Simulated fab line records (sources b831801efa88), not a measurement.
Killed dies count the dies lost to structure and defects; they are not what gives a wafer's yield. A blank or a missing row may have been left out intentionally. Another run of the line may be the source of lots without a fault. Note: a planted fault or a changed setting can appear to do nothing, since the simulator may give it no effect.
fab line records	flow sky130	part 1 of 2: steps 1 to 23 of 31
record lots=5	wafers=15	lastDay=50
route steps=708 shown SONOS_TUNNEL@166 SONOS_ONO@168 GATE_OXIDE@187
lots that met no fault: taken from a fault-free run of the same line
startH: the number of hours between the record's first day and the start of the first shown wafer of the lot	waitH: hours from the lot's prior step to this one	" unchanged from the row above	L1.1+2: a row that stands for several wafers	- no value present, or no start provided	* or withheld: withheld	< > ~ a bound
route shown NAME@n: a module of which the file shows steps, and the number in the route of the first	usual: mean/standard deviation taken from wafers without a fault	same: alike in all rows	chamber/n: place in a boat	sites: readings site by site	_std_site: the values' standard deviation	_edge_site: the outer-site mean with the inner-site mean subtracted	radiusMm: for every site, how far away it sits from the centre of the wafer	mask NAME#n: copy n	behind: tool/chamber where the wafer was last shaped	hold: why the lot was held/for how many hours/how that ended	device: whichever transistor did not switch (one of n, p or np)	end of line: the same wafers' tests at the end of the route	for a step that has no rows: nothing shown but its recipe	killed: dies that structure and defects cost at the first sort, which is not the same as the wafer's yield	map: shows each die of a wafer: x if killed, . if not, _ if none is there
set.NAME: setting as actually run; set.NAME@STEP: the setting as run at that earlier step	model.NAME: the simulator's own value behind a step, which no gauge read
lots seen at some steps along the route; tables by step, rows by wafer
services: from which hour (startH, from the record's first day; less than 0 if before it) a tool's chamber was out of use, for how many hours, and why
## steps
# step SKY_SONOS_TUNNEL_TW_MEAS_12
# usual SONOS_TUNNEL_TW=196.3/1.4
lot.wafer	tool	chamber	startH	waitH	SONOS_TUNNEL_TW
L083.2	filmMetro-04	-	321.87	0.0	196.5
L083.3	"	-	"	"	195.3
L083.5	"	-	"	"	197.1
L092.2	filmMetro-04	-	397.01	0.0	194.9
L092.4	"	-	"	"	194.4
L092.6	"	-	"	"	196.1
L093.2	filmMetro-01	-	401.85	0.0	197.3
L093.3	"	-	"	"	198.0
L093.5	"	-	"	"	197.3
L095.1	filmMetro-04	-	415.28	0.0	195.8
L095.3	"	-	"	"	195.9
L095.4	"	-	"	"	195.0
L097.1	filmMetro-01	-	435.39	0.0	198.6
L097.4	"	-	"	"	200.2
L097.5	"	-	"	"	198.9
# step SKY_SONOS_TUNNEL_CLEAN_13
# recipe chemistry=dHF	timeS=20	dilution=100:1	dry=ipaMarangoni
lot.wafer	tool	chamber	startH	waitH
L083.2+3+5	wetBench-04	3	321.92	0.0
L092.2+4+6	wetBench-04	3	397.06	0.0
L093.2+3+5	wetBench-04	1	401.90	0.0
L095.1+3+4	wetBench-01	2	415.34	0.1
L097.1+4+5	wetBench-04	0	435.45	0.1
# step SKY_SONOS_ONO_OXIDATION_00
# recipe tempC=800	ambient=O2	idleTempC=700	rampUpCPerMin=10	rampDownCPerMin=3	stabiliseS=600	purgeS=300	targetThkA=26	oxTimeS=1249
# usual rampUpCPerMin=10.0000/0.0018	tubeCenterTempC=799.99/0.067	zonePowerTopPct=28.0/1.8
lot.wafer	tool	chamber	startH	waitH	rampUpCPerMin	tubeCenterTempC	zonePowerTopPct
L083.2	furnace-01	0	323.41	1.5	10.002	799.94	30.7
L083.3	"	0	"	"	10.001	800.01	31.2
L083.5	"	0	"	"	9.9998	800.03	30.8
L092.2	furnace-02	0	397.36	0.3	9.9983	800.08	26.6
L092.4	"	0	"	"	10.000	799.94	26.9
L092.6	"	0	"	"	10.002	800.04	27.2
L093.2	furnace-02	0	403.21	1.3	9.9991	800.03	27.0
L093.3	"	0	"	"	10.000	800	26.7
L093.5	"	0	"	"	10.001	799.97	27.1
L095.1	furnace-01	0	416.58	1.2	10.001	799.96	29.8
L095.3	"	0	"	"	10.001	799.99	31.0
L095.4	"	0	"	"	9.9998	800.04	30.7
L097.1	furnace-02	0	435.97	0.5	9.9979	800.05	27.1
L097.4	"	0	"	"	9.9959	799.95	26.9
L097.5	"	0	"	"	9.9998	799.99	26.8
# step SKY_SONOS_ONO_THK_MEAS_01
# recipe reads=SiO2_of_SONOS_ONO_OXIDATION_00
# usual SONOS_ONO_OXIDATION_THK=2.63/0.054
lot.wafer	tool	chamber	startH	waitH	SONOS_ONO_OXIDATION_THK[nm]
L083.2	filmMetro-01	-	324.76	0.0	2.64
L083.3	"	-	"	"	2.62
L083.5	"	-	"	"	2.63
L092.2	filmMetro-01	-	398.72	0.0	2.57
L092.4	"	-	"	"	2.59
L092.6	"	-	"	"	2.60
L093.2	filmMetro-02	-	404.57	0.0	2.54
L093.3	"	-	"	"	2.55
L093.5	"	-	"	"	2.61
L095.1	filmMetro-01	-	417.93	0.0	2.61
L095.3	"	-	"	"	2.61
L095.4	"	-	"	"	2.56
L097.1	filmMetro-03	-	437.32	0.0	2.59
L097.4	"	-	"	"	2.64
L097.5	"	-	"	"	2.61
# step SKY_SONOS_ONO_CVD_02
# recipe material=Si3N4	precursor=DCS/NH3	targetThkNm=10.5	tempC=770	timeS=180	pressureMtorr=250
# usual zonePowerTopPct=27.8/0.37
lot.wafer	tool	chamber	startH	waitH	zonePowerTopPct
L083.2	lpcvd-02	0	324.81	0.0	27.6
L083.3	"	0	"	"	27.3
L083.5	"	0	"	"	27.9
L092.2	lpcvd-02	1	400.57	1.8	28.3
L092.4	"	1	"	"	28.2
L092.6	"	1	"	"	28.5
L093.2	lpcvd-02	0	404.62	0.0	27.5
L093.3	"	0	"	"	27.8
L093.5	"	0	"	"	27.8
L095.1	lpcvd-02	0	419.17	1.2	27.5
L095.3	"	0	"	"	27.5
L095.4	"	0	"	"	27.7
L097.1	lpcvd-02	0	438.80	1.5	28.1
L097.4	"	0	"	"	27.8
L097.5	"	0	"	"	27.4
# step SKY_SONOS_ONO_THK_MEAS_03
# recipe reads=Si3N4_of_SONOS_ONO_CVD_02
# usual SONOS_ONO_CVD_02_THK=10.45/0.18
lot.wafer	tool	chamber	startH	waitH	SONOS_ONO_CVD_02_THK[nm]
L083.2	filmMetro-01	-	325.87	0.0	10.10
L083.3	"	-	"	"	10.32
L083.5	"	-	"	"	10.22
L092.2	filmMetro-03	-	401.63	0.0	10.74
L092.4	"	-	"	"	10.91
L092.6	"	-	"	"	10.86
L093.2	filmMetro-02	-	405.68	0.0	10.78
L093.3	"	-	"	"	10.72
L093.5	"	-	"	"	10.66
L095.1	filmMetro-02	-	420.22	0.0	10.21
L095.3	"	-	"	"	10.25
L095.4	"	-	"	"	10.19
L097.1	filmMetro-03	-	440.37	0.0	10.47
L097.4	"	-	"	"	10.54
L097.5	"	-	"	"	10.56
# step SKY_SONOS_ONO_CVD_04
# recipe material=SiO2	precursor=SiH4/N2O	targetThkNm=5.7199	tempC=900	pressureMtorr=400
# usual zonePowerTopPct=33.7/0.79
lot.wafer	tool	chamber	startH	waitH	zonePowerTopPct
L083.2	lpcvd-03	1	325.92	0.0	32.8
L083.3	"	1	"	"	32.5
L083.5	"	1	"	"	32.8
L092.2	lpcvd-03	0	401.68	0.0	34.1
L092.4	"	0	"	"	34.2
L092.6	"	0	"	"	34.4
L093.2	lpcvd-03	1	405.73	0.0	32.0
L093.3	"	1	"	"	32.6
L093.5	"	1	"	"	32.4
L095.1	lpcvd-03	0	420.28	0.1	34.2
L095.3	"	0	"	"	34.0
L095.4	"	0	"	"	34.1
L097.1	lpcvd-03	1	440.43	0.1	33.0
L097.4	"	1	"	"	32.4
L097.5	"	1	"	"	32.8
# step SKY_SONOS_ONO_THK_MEAS_05
# recipe reads=SiO2_of_SONOS_ONO_CVD_04
# usual SONOS_ONO_CVD_04_THK=5.73/0.1
lot.wafer	tool	chamber	startH	waitH	SONOS_ONO_CVD_04_THK[nm]
L083.2	filmMetro-01	-	327.81	0.0	5.85
L083.3	"	-	"	"	5.86
L083.5	"	-	"	"	5.88
L092.2	filmMetro-02	-	402.94	0.0	5.69
L092.4	"	-	"	"	5.69
L092.6	"	-	"	"	5.70
L093.2	filmMetro-02	-	406.99	0.0	5.78
L093.3	"	-	"	"	5.87
L093.5	"	-	"	"	5.71
L095.1	filmMetro-03	-	421.53	0.0	5.64
L095.3	"	-	"	"	5.68
L095.4	"	-	"	"	5.86
L097.1	filmMetro-03	-	441.68	0.0	5.88
L097.4	"	-	"	"	5.86
L097.5	"	-	"	"	5.73
# step SKY_SONOS_ONO_DEHYDRATE_06
# recipe tempC=200	timeS=60
# usual chillPlateTempC=22.99/0.1	plateTempC=200.03/0.17	resistLineTempC=23.00/0.1
lot.wafer	tool	chamber	startH	waitH	chillPlateTempC	plateTempC	resistLineTempC
L083.2	lithoTrack-03	0	340.14	12.3	23.09	199.75	23.15
L083.3	"	0	"	"	23.15	200.17	23.13
L083.5	"	0	"	"	22.98	199.95	23.17
L092.2	lithoTrack-03	0	417.24	14.3	22.92	199.77	22.96
L092.4	"	0	"	"	23.04	199.81	23.04
L092.6	"	0	"	"	22.97	199.65	23.07
L093.2	lithoTrack-02	0	421.91	14.9	23.04	200.25	22.92
L093.3	"	0	"	"	22.96	200.57	22.96
L093.5	"	0	"	"	23.09	200.22	23.01
L095.1	lithoTrack-02	0	435.63	14.1	22.96	199.79	22.93
L095.3	"	0	"	"	22.91	200.07	22.96
L095.4	"	0	"	"	22.87	199.93	22.95
L097.1	lithoTrack-04	0	456.80	15.1	22.90	200.07	23.04
L097.4	"	0	"	"	23.06	200.15	22.99
L097.5	"	0	"	"	23.08	200.20	23.17
# step SKY_SONOS_ONO_HMDS_07
# recipe primeTimeS=60	primeTempC=120
# usual chillPlateTempC=22.98/0.13	primeTempC=120.00/0.14	resistLineTempC=23.02/0.12
lot.wafer	tool	chamber	startH	waitH	chillPlateTempC	primeTempC	resistLineTempC
L083.2	lithoTrack-03	0	340.29	0.1	22.92	119.96	23.09
L083.3	"	0	"	"	23.08	120.10	23.07
L083.5	"	0	"	"	23.02	120.02	23.04
L092.2	lithoTrack-03	0	417.39	0.1	22.96	120.24	22.73
L092.4	"	0	"	"	23.07	120.16	22.82
L092.6	"	0	"	"	22.99	120.13	22.96
L093.2	lithoTrack-02	0	422.06	0.1	23.09	119.84	22.94
L093.3	"	0	"	"	23.03	119.72	23.14
L093.5	"	0	"	"	23.13	119.75	23.08
L095.1	lithoTrack-02	0	435.78	0.1	22.99	119.62	22.97
L095.3	"	0	"	"	23.03	119.92	22.78
L095.4	"	0	"	"	22.92	120.04	22.81
L097.1	lithoTrack-04	0	456.95	0.1	22.91	119.89	22.96
L097.4	"	0	"	"	22.92	119.91	22.92
L097.5	"	0	"	"	22.77	120.00	22.83
# step SKY_SONOS_ONO_COAT_08
# recipe resist=NOVOLAK	spinRpm=3000	resistThkNm=1140
# usual chillPlateTempC=22.98/0.11	resistLineTempC=23.02/0.1
lot.wafer	tool	chamber	startH	waitH	chillPlateTempC	resistLineTempC
L083.2	lithoTrack-03	0	340.44	0.1	22.90	23.09
L083.3	"	0	"	"	22.81	22.95
L083.5	"	0	"	"	22.80	23.14
L092.2	lithoTrack-03	0	417.54	0.1	22.87	23.23
L092.4	"	0	"	"	22.81	23.13
L092.6	"	0	"	"	22.86	23.03
L093.2	lithoTrack-02	0	422.21	0.1	23.01	22.91
L093.3	"	0	"	"	23.14	22.84
L093.5	"	0	"	"	23.26	22.84
L095.1	lithoTrack-02	0	435.93	0.1	22.86	23.00
L095.3	"	0	"	"	22.84	22.95
L095.4	"	0	"	"	22.99	22.97
L097.1	lithoTrack-04	0	457.10	0.1	23.06	22.96
L097.4	"	0	"	"	22.89	23.10
L097.5	"	0	"	"	22.76	23.07
# step SKY_SONOS_ONO_SOFTBAKE_09
# recipe tempC=90	timeS=60	resist=NOVOLAK
# usual chillPlateTempC=23.01/0.11	plateTempC=89.96/0.13	resistLineTempC=23.02/0.1
lot.wafer	tool	chamber	startH	waitH	chillPlateTempC	plateTempC	resistLineTempC
L083.2	lithoTrack-03	0	340.59	0.1	23.01	90.11	23.06
L083.3	"	0	"	"	23.06	90.13	23.10
L083.5	"	0	"	"	22.88	89.94	23.03
L092.2	lithoTrack-03	0	417.69	0.1	22.83	89.96	22.93
L092.4	"	0	"	"	22.86	89.91	22.94
L092.6	"	0	"	"	23.00	89.86	22.97
L093.2	lithoTrack-02	0	422.36	0.1	23.03	90.02	23.03
L093.3	"	0	"	"	22.92	89.93	23.20
L093.5	"	0	"	"	22.88	90.18	23.26
L095.1	lithoTrack-02	0	436.08	0.1	23.25	89.93	23.03
L095.3	"	0	"	"	23.18	89.73	23.05
L095.4	"	0	"	"	23.15	89.92	23.01
L097.1	lithoTrack-04	0	457.25	0.1	22.97	89.96	23.02
L097.4	"	0	"	"	22.89	89.93	23.25
L097.5	"	0	"	"	23.14	89.83	23.04
# step SKY_SONOS_ONO_EXPOSE_10
# recipe maskId=ONOM	targetCdNm=410	na=0.6	sourceShape=conventional	sigmaOuter=0.6	doseMj=150
# same na=0.6
lot.wafer	tool	chamber	startH	waitH	mask
L083.2+3+5	ilineStepper-02	0	-	-	ONOM#0
L092.2+4+6	ilineStepper-01	0	-	-	ONOM#0
L093.2+3+5	ilineStepper-02	0	-	-	ONOM#0
L095.1+3+4	ilineStepper-02	0	-	-	ONOM#0
L097.1+4+5	ilineStepper-01	0	-	-	ONOM#0
# step SKY_SONOS_ONO_PEB_11
# recipe tempC=withheld	timeS=*	resist=NOVOLAK
# usual chillPlateTempC=*	resistLineTempC=*
lot.wafer	tool	chamber	startH	waitH	chillPlateTempC	resistLineTempC
L083.2	lithoTrack-04	0	-	-	*	*
L083.3	"	0	"	"	*	*
L083.5	"	0	"	"	*	*
L092.2	lithoTrack-02	0	-	-	*	*
L092.4	"	0	"	"	*	*
L092.6	"	0	"	"	*	*
L093.2	lithoTrack-02	0	-	-	*	*
L093.3	"	0	"	"	*	*
L093.5	"	0	"	"	*	*
L095.1	lithoTrack-02	0	-	-	*	*
L095.3	"	0	"	"	*	*
L095.4	"	0	"	"	*	*
L097.1	lithoTrack-04	0	-	-	*	*
L097.4	"	0	"	"	*	*
L097.5	"	0	"	"	*	*
# step SKY_SONOS_ONO_DEVELOP_12
# recipe developTimeS=60	devTempC=23
# usual chillPlateTempC=22.96/0.13	resistLineTempC=23.02/0.12
lot.wafer	tool	chamber	startH	waitH	chillPlateTempC	resistLineTempC
L083.2	lithoTrack-04	0	354.58	0.1	22.70	22.92
L083.3	"	0	"	"	22.91	23.05
L083.5	"	0	"	"	22.64	23.03
L092.2	lithoTrack-02	0	432.26	0.1	23.27	22.99
L092.4	"	0	"	"	23.08	22.85
L092.6	"	0	"	"	23.10	22.87
L093.2	lithoTrack-02	0	437.06	0.1	23.04	22.98
L093.3	"	0	"	"	23.17	23.04
L093.5	"	0	"	"	22.95	22.99
L095.1	lithoTrack-02	0	451.58	0.1	22.93	23.12
L095.3	"	0	"	"	23.03	23.03
L095.4	"	0	"	"	22.75	23.02
L097.1	lithoTrack-04	0	472.15	0.1	22.91	22.99
L097.4	"	0	"	"	23.00	22.93
L097.5	"	0	"	"	22.96	22.94
# step SKY_SONOS_ONO_CD_MEAS_13
# recipe targetCdNm=410
# usual cdNm=410.0/2
lot.wafer	tool	chamber	startH	waitH	cdNm
L083.2	cdSem-01	-	354.72	0.1	414.3
L083.3	"	-	"	"	411.7
L083.5	"	-	"	"	409.2
L092.2	cdSem-01	-	432.40	0.1	410.0
L092.4	"	-	"	"	409.2
L092.6	"	-	"	"	412.6
L093.2	cdSem-01	-	437.20	0.1	412.8
L093.3	"	-	"	"	414.6
L093.5	"	-	"	"	414.1
L095.1	cdSem-01	-	451.73	0.1	409.2
L095.3	"	-	"	"	408.9
L095.4	"	-	"	"	408.9
L097.1	cdSem-02	-	472.30	0.1	409.2
L097.4	"	-	"	"	410.6
L097.5	"	-	"	"	411.1
# step SKY_SONOS_ONO_OVL_MEAS_14
# usual SONOS_ONO_OVL=0.9/1.3
lot.wafer	tool	chamber	startH	waitH	SONOS_ONO_OVL[nm]
L083.2	overlay-01	-	354.83	0.1	3.6
L083.3	"	-	"	"	3.6
L083.5	"	-	"	"	2.2
L092.2	overlay-01	-	432.51	0.1	0.3
L092.4	"	-	"	"	-0.2
L092.6	"	-	"	"	0.2
L093.2	overlay-02	-	437.31	0.1	2.0
L093.3	"	-	"	"	1.2
L093.5	"	-	"	"	2.0
L095.1	overlay-01	-	451.85	0.1	1.6
L095.3	"	-	"	"	1.4
L095.4	"	-	"	"	3.0
L097.1	overlay-02	-	472.88	0.6	0.9
L097.4	"	-	"	"	-1.2
L097.5	"	-	"	"	1.0
# step SKY_SONOS_ONO_ETCH_15
# recipe targetDepthNm=19.52	chemistry=CHF3/O2	sourceW=600	biasW=200	pressureMtorr=40	chf3FlowSccm=50	O2_flow_sccm=5	timeS=7.8
# usual O2_flow_sccm=4.999/0.016	drypumpMotorCurrentA=5.7/0.47	oesProductAu=1.001/0.0075	throttleValvePct=8.824/0.0083
lot.wafer	tool	chamber	startH	waitH	O2_flow_sccm	drypumpMotorCurrentA	oesProductAu	rfHoursCounterH	throttleValvePct
L083.2	rieDiel-04	1	354.86	0.0	4.968	5.9	0.994	48	8.811
L083.3	"	0	"	"	5.012	5.1	1.007	65	8.828
L083.5	"	3	"	"	4.998	6.4	0.988	-	8.832
L092.2	rieDiel-04	0	432.54	0.0	5.009	5.1	1.001	66	8.822
L092.4	"	2	"	"	4.977	5.9	1.004	18	8.816
L092.6	"	3	"	"	4.985	6.4	1.006	-	8.808
L093.2	rieDiel-02	1	437.34	0.0	4.999	5.9	0.999	2	8.820
L093.3	"	2	"	"	5.001	5.4	0.995	5	8.820
L093.5	"	0	"	"	5.006	5.7	1.005	-	8.830
L095.1	rieDiel-01	2	451.89	0.0	4.998	4.8	1.002	8	8.815
L095.3	"	3	"	"	5.000	6.2	0.986	3	8.811
L095.4	"	1	"	"	4.979	6.2	1.008	14	8.837
L097.1	rieDiel-04	2	472.92	0.0	4.988	5.9	1.005	18	8.818
L097.4	"	2	"	"	4.999	5.9	1.011	-	8.827
L097.5	"	0	"	"	4.981	5.1	1.004	-	8.828
# step SKY_SONOS_ONO_WET_ETCH_16
# recipe chemistry=dHF	targetDepthNm=14	dry=n2Spin	target=SiO2	dilution=100:1	tempC=25	timeS=280
# usual bathHeatDutyPct=6.1/0.65
lot.wafer	tool	chamber	startH	waitH	bathHeatDutyPct
L083.2	wetBench-02	2	354.88	0.0	5.4
L083.3	"	2	"	"	6.2
L083.5	"	2	"	"	5.3
L092.2	wetBench-03	1	432.56	0.0	5.9
L092.4	"	1	"	"	6.7
L092.6	"	1	"	"	6.5
L093.2	wetBench-01	1	437.36	0.0	7.0
L093.3	"	1	"	"	6.8
L093.5	"	1	"	"	6.8
L095.1	wetBench-03	2	451.91	0.0	6.8
L095.3	"	2	"	"	6.8
L095.4	"	2	"	"	6.0
L097.1	wetBench-03	3	472.94	0.0	6.3
L097.4	"	3	"	"	6.2
L097.5	"	3	"	"	5.7
# step SKY_SONOS_ONO_STRIP_17
# recipe chemistry=O2/N2	powerW=1400	pressureMtorr=1500	platenTempC=withheld	o2FlowSccm=3000	n2FlowSccm=300	overashFraction=0.5
# usual drypumpMotorCurrentA=5.7/0.32	oesProductAu=0.710/0.0044	stripTimeToEndpointS=14.11/0.041
lot.wafer	tool	chamber	startH	waitH	drypumpMotorCurrentA	oesProductAu	rfHoursCounterH	stripTimeToEndpointS
L083.2	plasmaAsher-03	1	354.97	0.0	5.3	0.711	20	14.12
L083.3	"	1	"	"	5.3	0.711	-	14.09
L083.5	"	1	"	"	5.3	0.709	-	14.10
L092.2	plasmaAsher-02	0	432.65	0.0	5.3	0.702	0	14.12
L092.4	"	0	"	"	5.3	0.711	-	14.13
L092.6	"	0	"	"	5.3	0.713	-	14.12
L093.2	plasmaAsher-04	1	437.45	0.0	6.1	0.705	75	14.11
L093.3	"	0	"	"	5.7	0.710	-	14.12
L093.5	"	1	"	"	6.1	0.707	-	14.12
L095.1	plasmaAsher-03	1	452.00	0.0	5.3	0.712	30	14.13
L095.3	"	0	"	"	5.9	0.705	-	14.09
L095.4	"	1	"	"	5.3	0.717	-	14.11
L097.1	plasmaAsher-02	1	473.13	0.0	5.4	0.712	4	14.13
L097.4	"	0	"	"	5.3	0.719	-	14.10
L097.5	"	1	"	"	5.4	0.722	-	14.14
# step SKY_SONOS_ONO_WET_ETCH_18
# recipe chemistry=H3PO4	targetDepthNm=15	target=Si3N4	tempC=160	timeS=172
# usual bathHeatDutyPct=25.2/2.9
lot.wafer	tool	chamber	startH	waitH	bathHeatDutyPct
L083.2	wetBench-03	2	355.07	0.1	29.8
L083.3	"	2	"	"	28.1
L083.5	"	2	"	"	29.7
L092.2	wetBench-02	0	432.75	0.1	24.0
L092.4	"	0	"	"	25.0
L092.6	"	0	"	"	23.9
L093.2	wetBench-02	1	437.55	0.1	26.8
L093.3	"	1	"	"	26.9
L093.5	"	1	"	"	25.6
L095.1	wetBench-02	2	452.10	0.1	23.5
L095.3	"	2	"	"	21.8
L095.4	"	2	"	"	22.4
L097.1	wetBench-02	2	473.23	0.1	22.2
L097.4	"	2	"	"	22.2
L097.5	"	2	"	"	22.6
# step SKY_GATE_OXIDE_CLEAN_00
# recipe chemistry=SC1/SC2	mix=1:4:20	tempC=70	timeS=150	dry=n2Spin
# usual bathHeatDutyPct=13.1/1.4
lot.wafer	tool	chamber	startH	waitH	bathHeatDutyPct
L083.2	wetBench-03	0	355.12	0.0	15.9
L083.3	"	0	"	"	16.1
L083.5	"	0	"	"	15.3
L092.2	wetBench-03	1	432.81	0.0	14.4
L092.4	"	1	"	"	13.6
L092.6	"	1	"	"	14.0
L093.2	wetBench-01	2	437.68	0.0	14.0
L093.3	"	2	"	"	13.4
L093.5	"	2	"	"	14.4
L095.1	wetBench-01	2	452.16	0.0	11.4
L095.3	"	2	"	"	13.3
L095.4	"	2	"	"	12.5
L097.1	wetBench-01	0	473.28	0.0	11.0
L097.4	"	0	"	"	11.6
L097.5	"	0	"	"	12.1
# step SKY_GATE_OXIDE_OXIDATION_01
# recipe tempC=900	ambient=O2	stabiliseS=600	purgeS=300	targetThkA=102.68	oxTimeS=1473
# usual tubeCenterTempC=900.00/0.091	zonePowerTopPct=34.3/2.4
lot.wafer	tool	chamber	startH	waitH	tubeCenterTempC	zonePowerTopPct
L083.2	furnace-01	0	356.65	1.5	900.09	36.6
L083.3	"	0	"	"	899.96	36.6
L083.5	"	0	"	"	899.91	36.5
L092.2	furnace-02	0	434.56	1.7	900.04	31.8
L092.4	"	0	"	"	900.07	32.3
L092.6	"	0	"	"	900.01	32.3
L093.2	furnace-01	0	437.73	0.0	900.06	37.0
L093.3	"	0	"	"	899.95	35.7
L093.5	"	0	"	"	900.05	36.4
L095.1	furnace-02	0	452.62	0.4	900.05	31.9
L095.3	"	0	"	"	899.99	32.3
L095.4	"	0	"	"	899.94	32.2
L097.1	furnace-01	0	473.34	0.0	899.97	37.2
L097.4	"	0	"	"	900.20	36.7
L097.5	"	0	"	"	900.16	37.3
